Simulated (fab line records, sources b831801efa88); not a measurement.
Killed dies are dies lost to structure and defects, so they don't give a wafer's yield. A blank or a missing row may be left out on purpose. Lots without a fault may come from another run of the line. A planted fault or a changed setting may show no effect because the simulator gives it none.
Chamber matching | flow sky130 | SKY_VIA1_CMP_24 on cmp-01: 4 sister chambers
The step polishes, stops on SiO2, t overpolish 15 s, target thk 0 nm. 18 wafers are shown with their chamber, then 9 later ones without.

WAFERS WITH THEIR CHAMBER
wafer  | chamber | motor_current_A (A) | time_to_endpoint_s (s) | overpolish_run_s (s)
L979.2 | 2       | 10.2                | 67                     | 14.988
L979.3 | 3       | 12.0                | 64                     | 15.014
L979.5 | 1       | 12.0                | 67                     | 14.996
L981.2 | 3       | 12.5                | 66                     | 14.990
L981.3 | 0       | 9.6                 | 63                     | 14.990
L981.4 | 1       | 11.6                | 68                     | 15.004
L982.1 | 2       | 10.6                | 68                     | 15.006
L982.4 | 1       | 11.4                | 64                     | 15.008
L982.5 | 3       | 12.5                | 63                     | 14.983
L986.3 | 0       | 9.8                 | 65                     | 15.007
L986.4 | 2       | 10.5                | 69                     | 14.991
L986.5 | 2       | 10.0                | 68                     | 15.002
L992.1 | 2       | 10.7                | 72                     | 15.000
L992.3 | 0       | 9.5                 | 67                     | 14.997
L992.5 | 1       | 11.6                | 70                     | 15.004
L996.2 | 1       | 11.5                | 66                     | 15.008
L996.4 | 0       | 9.4                 | 63                     | 15.009
L996.6 | 3       | 12.6                | 67                     | 15.025

SIGNATURES (means of the wafers above)
reading            | chamber 0 | chamber 1 | chamber 2 | chamber 3 | scatter within a chamber
motor_current_A    | 9.575     | 11.620    | 10.400    | 12.400    | 0.247
time_to_endpoint_s | 64.50     | 67.00     | 68.80     | 65.00     | 2
overpolish_run_s   | 15.00075  | 15.00400  | 14.99740  | 15.00300  | 0.0111
Rule: a wafer's distance from a chamber is the root of the sum, over the readings, of the square of ((its reading less the chamber's mean) divided by the reading's scatter). The wafer belongs to the nearest chamber; if the next one is less than 2 further off, it can't be placed. The scatter: the root of (the sum of the squares of (reading less its chamber's mean) over the shown wafers, divided by (wafers less chambers)).

WAFERS WITHOUT THEIR CHAMBER
wafer  | motor_current_A (A) | time_to_endpoint_s (s) | overpolish_run_s (s)
L997.2 | 9.5                 | 66                     | 15.007
L997.3 | 12.2                | 69                     | 14.991
L997.5 | 11.5                | 68                     | 15.005
L100.1 | 12.1                | 65                     | 15.010
L100.3 | 12.0                | 63                     | 14.998
L100.6 | 10.2                | 68                     | 14.995
L102.1 | 12.1                | 58                     | 15.010
L102.2 | 9.5                 | 62                     | 14.982
L102.6 | 9.9                 | 66                     | 14.990

WHICH CHAMBER EACH WENT THROUGH
wafer  | from the rows above     | in truth
L997.2 | 0                       | 0
L997.3 | can't be placed: 3 or 1 | 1
L997.5 | 1                       | 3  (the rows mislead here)
L100.1 | can't be placed: 3 or 1 | 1
L100.3 | can't be placed: 3 or 1 | 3
L100.6 | 2                       | 2
L102.1 | can't be placed: 3 or 1 | 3
L102.2 | 0                       | 0
L102.6 | can't be placed: 0 or 2 | 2
Placed correctly: 3 of 9. Can't be placed from these rows: 5 (the true chamber is among the candidates in 5). Placed wrongly: 1.
